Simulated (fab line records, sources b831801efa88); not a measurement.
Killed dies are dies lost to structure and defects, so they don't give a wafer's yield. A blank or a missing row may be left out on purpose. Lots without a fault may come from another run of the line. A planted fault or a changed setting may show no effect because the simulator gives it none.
fab line records | flow sky130
record lots=6 wafers=18 last_day=50
route steps=708 shown VIA4@645 METAL5@661 PAD_OPEN@708
lots that met no fault: from a run of the same line without faults
start_h: hours from the record's first day to the start of the lot's first wafer shown | wait_h: hours since the lot's step before | " the same as in the row above | L1.1+2: a row that stands for several wafers | - no value, or no start given | * or withheld: withheld | < > ~ a bound
route shown NAME@n: a module of which the file shows steps, and the number in the route of the first | usual: mean/standard deviation of fault-free wafers | same: alike in all rows | chamber/n: place in a boat | sites: the reading at each site | _std_site: their standard deviation | _edge_site: outer sites' mean less inner sites' | radius_mm: how far each site lies from the wafer's centre | mask NAME#n: copy n | behind: the tool/chamber that last shaped the wafer | hold: why the lot was held/for how many hours/how that ended | device: the transistor (n, p or np) that didn't switch | end of line: the same wafers' tests at the end of the route | a step without rows: its recipe alone | killed: dies lost to structure and defects at the first sort, not the wafer's yield | map: a wafer's dies, x killed, . not, _ none there
set.NAME: the setting as run; set.NAME@STEP: as run at that earlier step | model.NAME: the simulator's own value behind a step, which no gauge read
lots at some steps of the route; a table a step, a row a wafer
services: from which hour (start_h, from the record's first day; less than 0 if before it) a tool's chamber was out of use, for how many hours, and why
## steps
# step SKY_VIA4_COAT_06
# recipe resist=NOVOLAK spin_rpm=3000 resist_thk_nm=1140
# step SKY_VIA4_SOFTBAKE_07
# recipe temp_c=90 time_s=60 resist=NOVOLAK
# step SKY_VIA4_EXPOSE_08
# recipe mask_id=VIM4 na=0.6 source_shape=conventional sigma_outer=0.6 polarization=unpolarized target_cd_nm=800 dose_mj=132
# step SKY_VIA4_PEB_09
# recipe temp_c=withheld time_s=* resist=NOVOLAK
# step SKY_VIA4_DEVELOP_10
# recipe resist=NOVOLAK developer=TMAH develop_time_s=60 dev_temp_c=23
# step SKY_VIA4_OVL_MEAS_11
# usual VIA4_OVL=0.7/1.6
# columns lot.wafer tool chamber start_h wait_h VIA4_OVL[nm]
L284.2 overlay-01 - 1029.09 0.1 -0.7
L284.3 " - " " 0.2
L284.4 " - " " -3.1
L287.2 overlay-01 - 1052.08 0.1 -0.3
L287.4 " - " " 2.0
L287.6 " - " " 0.3
L294.1 overlay-02 - 1111.62 0.1 2.8
L294.3 " - " " -1.0
L294.4 " - " " 0.7
L299.3 overlay-01 - 1137.50 0.1 0.9
L299.4 " - " " 0.3
L299.5 " - " " 1.5
L302.1 overlay-02 - 1151.82 0.1 0.6
L302.5 " - " " -1.0
L302.6 " - " " -1.9
L303.1 overlay-02 - 1157.44 0.1 -1.1
L303.2 " - " " -1.3
L303.3 " - " " -0.2
# step SKY_VIA4_ETCH_12
# recipe target=SiO2 chemistry=C4F8/O2/Ar stop_on=TiN mask_material=NOVOLAK source_w=1500 bias_w=1200 pressure_mtorr=40 c4f8_flow_sccm=withheld O2_flow_sccm=6 Ar_flow_sccm=300 time_s=withheld target_depth_a=5800
# usual oes_product_au=0.925/0.0046 rf_fwd_power_W=1491/5.3
# columns lot.wafer tool chamber start_h wait_h oes_product_au rf_fwd_power_W
L284.2 rie_diel-04 0 1029.12 0.0 0.929 1493
L284.3 " 2 " " 0.925 1490
L284.4 " 3 " " 0.933 1496
L287.2 rie_diel-02 3 1052.11 0.0 0.926 1504
L287.4 " 0 " " 0.924 1493
L287.6 " 0 " " 0.928 1497
L294.1 rie_diel-02 3 1111.66 0.0 0.918 1494
L294.3 " 0 " " 0.923 1489
L294.4 " 3 " " 0.922 1488
L299.3 rie_diel-02 1 1137.52 0.0 0.937 1489
L299.4 " 1 " " 0.927 1484
L299.5 " 2 " " 0.928 1491
L302.1 rie_diel-02 1 1151.86 0.0 0.923 1490
L302.5 " 1 " " 0.923 1482
L302.6 " 0 " " 0.926 1491
L303.1 rie_diel-04 1 1157.47 0.0 0.937 1500
L303.2 " 2 " " 0.922 1485
L303.3 " 3 " " 0.920 1496
# step SKY_VIA4_STRIP_13
# recipe chemistry=O2/N2 power_w=1400 pressure_mtorr=1500 platen_temp_c=withheld o2_flow_sccm=3000 n2_flow_sccm=300 overash_fraction=0.5
# usual drypump_motor_current_A=5.61/0.27 oes_product_au=0.709/0.0048 strip_time_to_endpoint_s=12.817/0.026
# columns lot.wafer tool chamber start_h wait_h drypump_motor_current_A oes_product_au rf_hours_counter_h strip_time_to_endpoint_s
L284.2 plasma_asher-02 1 1029.19 - 5.61 0.719 87 12.831
L284.3 " 1 " " 5.60 0.714 - 12.794
L284.4 " 0 " " 5.25 0.711 - 12.797
L287.2 plasma_asher-04 0 1052.21 - 5.73 0.713 126 12.844
L287.4 " 1 " " 6.09 0.704 - 12.848
L287.6 " 1 " " 6.11 0.708 - 12.820
L294.1 plasma_asher-04 0 1111.73 - 5.76 0.703 5 12.788
L294.3 " 1 " " 6.10 0.703 - 12.806
L294.4 " 0 " " 5.71 0.709 - 12.796
L299.3 plasma_asher-02 1 1137.63 - 5.61 0.704 - 12.811
L299.4 " 0 " " 5.26 0.712 - 12.845
L299.5 " 0 " " 5.26 0.709 - 12.807
L302.1 plasma_asher-03 1 1151.93 - 5.75 0.716 72 12.803
L302.5 " 1 " " 5.73 0.704 - 12.778
L302.6 " 0 " " 5.30 0.702 - 12.832
L303.1 plasma_asher-02 1 1157.55 - 5.64 0.710 100 12.809
L303.2 " 0 " " 5.28 0.706 100 12.825
L303.3 " 0 " " 5.34 0.711 - 12.841
# step SKY_VIA4_STRIP_14
# recipe chemistry=post_etch_residue_remover time_s=1200 temp_c=72.5
# step SKY_VIA4_CLEAN_15
# recipe chemistry=IPA time_s=180 temp_c=25
# step SKY_VIA4_CLEAN_16
# recipe chemistry=O3/DIW dry=n2_spin
# step SKY_VIA4_SPUTTER_17
# recipe material=TiN target_thk_nm=20 chamber_pressure_pa=5 power_w=4000 time_s=80
# usual chamber_pressure_pa=4.999/0.01 throttle_valve_pct=29.9/0.97
# columns lot.wafer tool chamber start_h wait_h chamber_pressure_pa throttle_valve_pct
L284.2 pvd_sputter-03 - 1029.79 0.0 4.990 30.0
L284.3 " - " " 5.000 30.1
L284.4 " - " " 4.998 30.3
L287.2 pvd_sputter-03 - 1052.81 0.0 5.001 29.6
L287.4 " - " " 5.006 30.1
L287.6 " - " " 4.993 30.3
L294.1 pvd_sputter-01 - 1112.37 0.0 4.999 31.0
L294.3 " - " " 4.995 28.7
L294.4 " - " " 5.005 28.5
L299.3 pvd_sputter-03 - 1138.23 0.0 5.001 30.2
L299.4 " - " " 5.003 30.1
L299.5 " - " " 4.991 30.2
L302.1 pvd_sputter-04 - 1152.57 0.0 5.001 30.7
L302.5 " - " " 4.981 29.0
L302.6 " - " " 4.984 30.7
L303.1 pvd_sputter-04 - 1158.14 0.0 4.998 29.0
L303.2 " - " " 5.017 31.4
L303.3 " - " " 4.995 30.7
# step SKY_VIA4_CVD_18
# recipe material=W target_thk_nm=505 time_s=152.14 temp_c=400 pressure_torr=40
# usual heater_power_w=811/73
# columns lot.wafer tool chamber start_h wait_h heater_power_w model.W_of_VIA4_CVD_18.thk_nm
L284.2 cvd_w-02 0 1029.85 0.0 762 504.4
L284.3 " 0 " " 759 505.5
L284.4 " 1 " " 773 507.8
L287.2 cvd_w-01 1 1052.87 0.0 971 501.8
L287.4 " 0 " " 810 506.9
L287.6 " 1 " " 967 501.5
L294.1 cvd_w-01 0 1112.43 0.0 796 503.8
L294.3 " 1 " " 977 650
L294.4 " 0 " " 813 504.4
L299.3 cvd_w-01 0 1138.34 0.1 828 500.3
L299.4 " 1 " " 951 644.6
L299.5 " 0 " " 814 502.3
L302.1 cvd_w-02 1 1152.63 0.0 777 500.4
L302.5 " 1 " " 772 503.5
L302.6 " 1 " " 779 505.6
L303.1 cvd_w-02 0 1158.20 0.0 774 502.7
L303.2 " 1 " " 772 501.3
L303.3 " 1 " " 789 498.5
# step SKY_VIA4_RS_MEAS_19
# recipe thk_meas_gauge=four-point-probe reads=W_of_VIA4_CVD_18+TiN_of_VIA4_SPUTTER_17
# usual VIA4_W_RS=0.2269/0.0021
# columns lot.wafer tool chamber start_h wait_h hold VIA4_W_RS[ohm/sq]
L284.2 film_metro-01 - 1030.02 0.1 - 0.2267
L284.3 " - " " - 0.2260
L284.4 " - " " - 0.2255
L287.2 film_metro-01 - 1053.04 0.1 - 0.2283
L287.4 " - " " - 0.2253
L287.6 " - " " - 0.2280
L294.1 film_metro-01 - 1112.58 0.1 await_dispo/0.2h/release 0.2269
L294.3 " - " " await_dispo/0.2h/release 0.1756
L294.4 " - " " await_dispo/0.2h/release 0.2264
L294.1 film_metro-01 - 1112.87 0.3 - 0.2272
L294.3 " - " " - 0.1754
L294.4 " - " " - 0.2260
L299.3 film_metro-02 - 1138.48 0.1 await_dispo/0.2h/release 0.2286
L299.4 " - " " await_dispo/0.2h/release 0.1777
L299.5 " - " " await_dispo/0.2h/release 0.2277
L299.3 film_metro-02 - 1138.90 0.4 - 0.2288
L299.4 " - " " - 0.1775
L299.5 " - " " - 0.2285
L302.1 film_metro-04 - 1152.93 0.3 - 0.2288
L302.5 " - " " - 0.2276
L302.6 " - " " - 0.2263
L303.1 film_metro-01 - 1158.35 0.1 - 0.2271
L303.2 " - " " - 0.2279
L303.3 " - " " - 0.2293
# step SKY_VIA4_THK_MEAS_20
# recipe thk_meas_gauge=xrf reads=W_of_VIA4_CVD_18
# usual VIA4_W_THK=501/7.5
# columns lot.wafer tool chamber start_h wait_h hold VIA4_W_THK[nm]
L284.2 film_metro-01 - 1030.13 0.1 - 509
L284.3 " - " " - 516
L284.4 " - " " - 514
L287.2 film_metro-01 - 1053.15 0.1 - 501
L287.4 " - " " - 508
L287.6 " - " " - 503
L294.1 film_metro-01 - 1115.87 3.0 await_dispo/0.2h/release 511
L294.3 " - " " await_dispo/0.2h/release 660
L294.4 " - " " await_dispo/0.2h/release 511
L294.1 film_metro-01 - 1116.10 0.2 - 509
L294.3 " - " " - 656
L294.4 " - " " - 509
L299.3 film_metro-02 - 1140.44 1.5 await_dispo/0.2h/release 492
L299.4 " - " " await_dispo/0.2h/release 634
L299.5 " - " " await_dispo/0.2h/release 496
L299.3 film_metro-02 - 1140.66 0.2 - 497
L299.4 " - " " - 639
L299.5 " - " " - 494
L302.1 film_metro-04 - 1153.05 0.1 - 490
L302.5 " - " " - 495
L302.6 " - " " - 499
L303.1 film_metro-01 - 1158.47 0.1 - 500
L303.2 " - " " - 502
L303.3 " - " " - 498
# step SKY_VIA4_CMP_21
# recipe stop_on=SiO2 t_overpolish_s=25 down_force_psi=3.5 platen_rpm=60 target_thk_nm=0 pad_velocity_m_s=0.94248
# usual motor_current_A=10.5/0.82 time_to_endpoint_s=122/5.2
# columns lot.wafer tool chamber start_h wait_h hold motor_current_A time_to_endpoint_s
L284.4 cmp-02 2 1030.44 0.3 - 12.6 128
L284.3 " 3 " " - 10.0 127
L284.2 " 1 " " - 9.7 127
L287.2 cmp-01 1 1053.20 0.0 - 11.8 118
L287.4 " 3 " " - 10.9 118
L287.6 " 2 " " - 10.3 117
L294.1 cmp-02 3 1117.07 1.0 await_dispo/0.9h/release 9.6 127
L294.4 " 0 " " await_dispo/0.9h/release 9.8 119
L294.3 " 2 " " await_dispo/0.9h/release 11.6 160
L299.3 cmp-01 2 1149.52 8.8 await_dispo/8.2h/release 10.1 121
L299.4 " 0 " " await_dispo/8.2h/release 10.2 151
L299.5 " 2 " " await_dispo/8.2h/release 10.3 122
L302.1 cmp-02 3 1153.21 0.1 - 10.0 125
L302.6 " 1 " " - 10.1 121
L302.5 " 2 " " - 11.8 123
L303.3 cmp-02 1 1158.58 0.1 - 10.1 124
L303.2 " 2 " " - 12.1 124
L303.1 " 3 " " - 9.8 124
# step SKY_METAL5_SPUTTER_00
# recipe material=Ti target_thk_nm=15 power_w=3000 time_s=10 chamber_pressure_pa=0.4
# usual chamber_pressure_pa=0.3999/0.00078 throttle_valve_pct=29.6/1
# columns lot.wafer tool chamber start_h wait_h chamber_pressure_pa throttle_valve_pct
L284.2 pvd_sputter-01 - 1030.74 0.1 0.4000 28.6
L284.3 " - " " 0.4002 28.4
L284.4 " - " " 0.4000 30.9
L287.2 pvd_sputter-02 - 1053.50 0.2 0.4005 28.5
L287.4 " - " " 0.4008 28.6
L287.6 " - " " 0.4001 31.0
L294.1 pvd_sputter-03 - 1117.37 0.2 0.3999 30.0
L294.3 " - " " 0.4003 30.4
L294.4 " - " " 0.3999 29.6
L299.3 pvd_sputter-01 - 1149.77 0.2 0.3987 28.7
L299.4 " - " " 0.4007 28.5
L299.5 " - " " 0.3988 28.5
L302.1 pvd_sputter-03 - 1153.41 0.1 0.3995 29.9
L302.5 " - " " 0.3993 29.5
L302.6 " - " " 0.4008 30.0
L303.1 pvd_sputter-01 - 1158.83 0.1 0.4002 30.9
L303.2 " - " " 0.3987 28.6
L303.3 " - " " 0.4008 28.6
# step SKY_PAD_OPEN_PROBE_99
# usual defect_limited_yield=83.0/1.9 killed_at_M0_to_M3=43/6.9 killed_at_M4_up=3.1/1.9 killed_at_contacts=24/5.4 killed_at_front_end=14/4.3 killed_at_other=0.3/0.53 killed_dies=84/9.5 killed_open=46/6.8 killed_short=38/6 sort_bin_3_pad_short=0.9/0.46 sort_bin_5_function=10.0/1.4 sort_bin_6_memory=6.1/1.1 sort_n_pass=408/9.5 sort_yield_pct=83.0/1.9
# same gross_dies=492 killed_at_back_side=0 sort_bin_4_leakage[%]=0 sort_bin_8_speed[%]=0
# columns lot.wafer tool chamber start_h wait_h defect_limited_yield[%] killed_at_M0_to_M3 killed_at_M4_up killed_at_contacts killed_at_front_end killed_at_other killed_dies killed_open killed_short sort_bin_3_pad_short[%] sort_bin_5_function[%] sort_bin_6_memory[%] sort_n_pass sort_yield_pct[%]
L284.2 prober-01 - 1099.35 0.1 79.9 46 4 31 18 0 99 50 48 2.0 11.2 6.9 393 79.9
L284.3 prober-01 - 1099.40 0.2 85.4 35 0 21 15 1 72 43 29 0.4 8.7 5.5 420 85.4
L284.4 prober-01 - 1099.45 0.2 84.1 46 2 19 11 0 78 50 28 1.4 8.5 5.9 414 84.1
L287.2 prober-01 - 1119.32 0.1 82.3 45 5 23 14 0 87 46 41 0.8 11.0 5.9 405 82.3
L287.4 prober-01 - 1119.42 0.2 82.1 42 0 26 20 0 88 49 39 0.8 12.0 5.1 404 82.1
L287.6 prober-01 - 1119.52 0.2 83.9 43 3 22 11 0 79 47 32 0.6 10.0 5.5 413 83.9
L294.1 prober-01 - 1171.72 0.1 82.9 46 3 25 10 0 84 46 38 1.2 11.0 4.9 408 82.9
L294.3 prober-01 - 1171.82 0.2 82.1 44 3 20 21 0 88 42 46 0.4 12.0 5.5 404 82.1
L294.4 prober-01 - 1171.87 0.2 79.3 49 4 29 18 2 102 55 47 1.2 12.0 7.5 390 79.3
L303.1 prober-02 - 1211.25 0.1 83.9 44 3 19 12 1 79 41 37 0.6 10.2 5.3 413 83.9
L303.2 prober-02 - 1211.30 0.1 82.5 53 5 15 13 0 86 46 40 0.8 11.0 5.7 406 82.5
L303.3 prober-02 - 1211.35 0.2 84.3 40 2 26 9 0 77 45 32 0.4 9.8 5.5 415 84.3
# killed by level:class
L284.2 VIA1:geometric_particle:open=12 LI_CONTACT:geometric_particle:open=8 LOCAL_INTERCONNECT:geometric_particle:short=7 CONTACT:geometric_particle:short=7 CONTACT:geometric_particle:open=7 METAL2:geometric_particle:short=7 METAL1:geometric_particle:short=5 VIA3:geometric_particle:open=5
L284.3 VIA1:geometric_particle:open=9 LI_CONTACT:geometric_particle:open=7 CONTACT:geometric_particle:open=7 VIA3:geometric_particle:open=6 LOCAL_INTERCONNECT:geometric_particle:short=5 METAL2:geometric_particle:short=5 POLY_GATE:geometric_particle:open=4 POLY_GATE:geometric_particle:short=3
L284.4 VIA1:geometric_particle:open=11 VIA2:geometric_particle:open=11 CONTACT:geometric_particle:open=7 METAL1:geometric_particle:short=7 LI_CONTACT:geometric_particle:open=6 VIA3:geometric_particle:open=5 FIELD_ISO:geometric_particle:short=3 FIELD_ISO:geometric_particle:open=3
L287.2 VIA1:geometric_particle:open=12 VIA1:geometric_particle:short=9 VIA2:geometric_particle:open=8 LI_CONTACT:geometric_particle:open=6 LOCAL_INTERCONNECT:geometric_particle:short=5 VIA3:geometric_particle:open=5 FIELD_ISO:geometric_particle:short=4 CONTACT:geometric_particle:open=4
L287.4 VIA1:geometric_particle:open=13 LOCAL_INTERCONNECT:geometric_particle:short=8 CONTACT:geometric_particle:open=8 VIA3:geometric_particle:open=7 CONTACT:geometric_particle:short=5 FIELD_ISO:geometric_particle:open=4 FIELD_ISO:geometric_particle:short=4 METAL1:geometric_particle:short=4
L287.6 VIA2:geometric_particle:open=10 VIA1:geometric_particle:open=9 CONTACT:geometric_particle:open=8 VIA3:geometric_particle:open=6 LOCAL_INTERCONNECT:geometric_particle:short=5 CONTACT:geometric_particle:short=5 METAL2:geometric_particle:short=5 VIA1:geometric_particle:short=5
L294.1 VIA1:geometric_particle:open=13 CONTACT:geometric_particle:short=9 METAL2:geometric_particle:short=7 VIA3:geometric_particle:open=7 CONTACT:geometric_particle:open=6 VIA1:geometric_particle:short=6 LI_CONTACT:geometric_particle:open=5 METAL1:geometric_particle:short=5
L294.3 VIA1:geometric_particle:open=8 LI_CONTACT:geometric_particle:open=7 VIA3:geometric_particle:open=7 FIELD_ISO:geometric_particle:short=6 VIA2:geometric_particle:short=6 POLY_GATE:geometric_particle:open=5 POLY_GATE:geometric_particle:short=5 CONTACT:geometric_particle:short=5
L294.4 VIA1:geometric_particle:open=12 VIA2:geometric_particle:open=9 VIA3:geometric_particle:open=9 LI_CONTACT:geometric_particle:open=8 CONTACT:geometric_particle:open=7 FIELD_ISO:geometric_particle:short=6 POLY_GATE:geometric_particle:short=6 METAL2:geometric_particle:short=6
L303.1 VIA1:geometric_particle:open=11 VIA3:geometric_particle:open=9 CONTACT:geometric_particle:open=6 VIA2:geometric_particle:open=6 CONTACT:geometric_particle:short=5 FIELD_ISO:geometric_particle:short=4 POLY_GATE:geometric_particle:short=4 VIA3:geometric_particle:short=4
L303.2 VIA3:geometric_particle:open=13 VIA2:geometric_particle:open=9 VIA1:geometric_particle:open=8 METAL1:geometric_particle:short=6 METAL2:geometric_particle:short=5 CONTACT:geometric_particle:open=5 VIA3:geometric_particle:short=5 METAL4:geometric_particle:short=5
L303.3 LI_CONTACT:geometric_particle:open=9 VIA2:geometric_particle:open=8 VIA1:geometric_particle:open=8 CONTACT:geometric_particle:open=6 METAL2:geometric_particle:short=6 VIA3:geometric_particle:open=5 CONTACT:geometric_particle:short=5 METAL1:geometric_particle:short=4
## services
# columns tool chamber start_h hours kind
rie_diel-02 2 1013.35 41.0 repair
rie_diel-04 1 1014.09 10.5 repair
rie_diel-02 1 1021.42 100.9 repair
pvd_sputter-01 - 1049.50 9.5 repair
rie_diel-04 2 1049.63 17.6 repair
pvd_sputter-01 - 1052.49 3.2 repair
plasma_asher-04 - 1055.27 9.0 pm
cvd_w-01 - 1068.67 3.8 pm
cvd_w-01 - 1073.62 6.0 pm
pvd_sputter-04 - 1078.37 1.7 repair
cvd_w-01 - 1082.00 1.6 repair
cmp-02 - 1084.00 4.0 pm
rie_diel-02 - 1093.14 3.0 repair
cmp-01 - 1093.78 5.8 pm
pvd_sputter-04 - 1093.93 3.8 repair
rie_diel-02 0 1095.37 5.4 repair
cmp-01 - 1099.55 15.7 pm
cvd_w-02 - 1104.27 0.9 repair
cmp-02 - 1108.79 2.4 repair
cmp-02 - 1120.82 5.1 pm
plasma_asher-02 - 1131.32 2.8 pm
cvd_w-01 - 1138.71 1.6 repair
cvd_w-02 0 1149.04 4.0 repair
rie_diel-02 0 1152.69 1.6 repair
## key
first_sign step=SKY_VIA4_RS_MEAS_19 reading=visit direction=added
effect step=SKY_VIA4_RS_MEAS_19 reading=VIA4_W_RS direction=down sigmas=24 usual=0.2269 struck=0.1766
effect step=SKY_VIA4_THK_MEAS_20 reading=visit direction=added
effect step=SKY_VIA4_THK_MEAS_20 reading=VIA4_W_THK direction=up sigmas=19 usual=501 struck=647
effect step=SKY_VIA4_CMP_21 reading=time_to_endpoint_s direction=up sigmas=6.3 usual=* struck=*
model_effect step=SKY_VIA4_CVD_18 value=W_of_VIA4_CVD_18.thk_nm without=499.4 struck=647.3
met_at SKY_VIA4_CVD_18
struck_wafers L294.3,L299.4
onset_between 1052.87 1112.43
fault kind=process_parameter_drift tool=cvd_w-01 chamber=1 onset_h=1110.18 steps=SKY_VIA4_CVD_18 channel=target_thk_nm offset=149.18 shape=step end_h=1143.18 acts_in=these_recipes_only stated=505
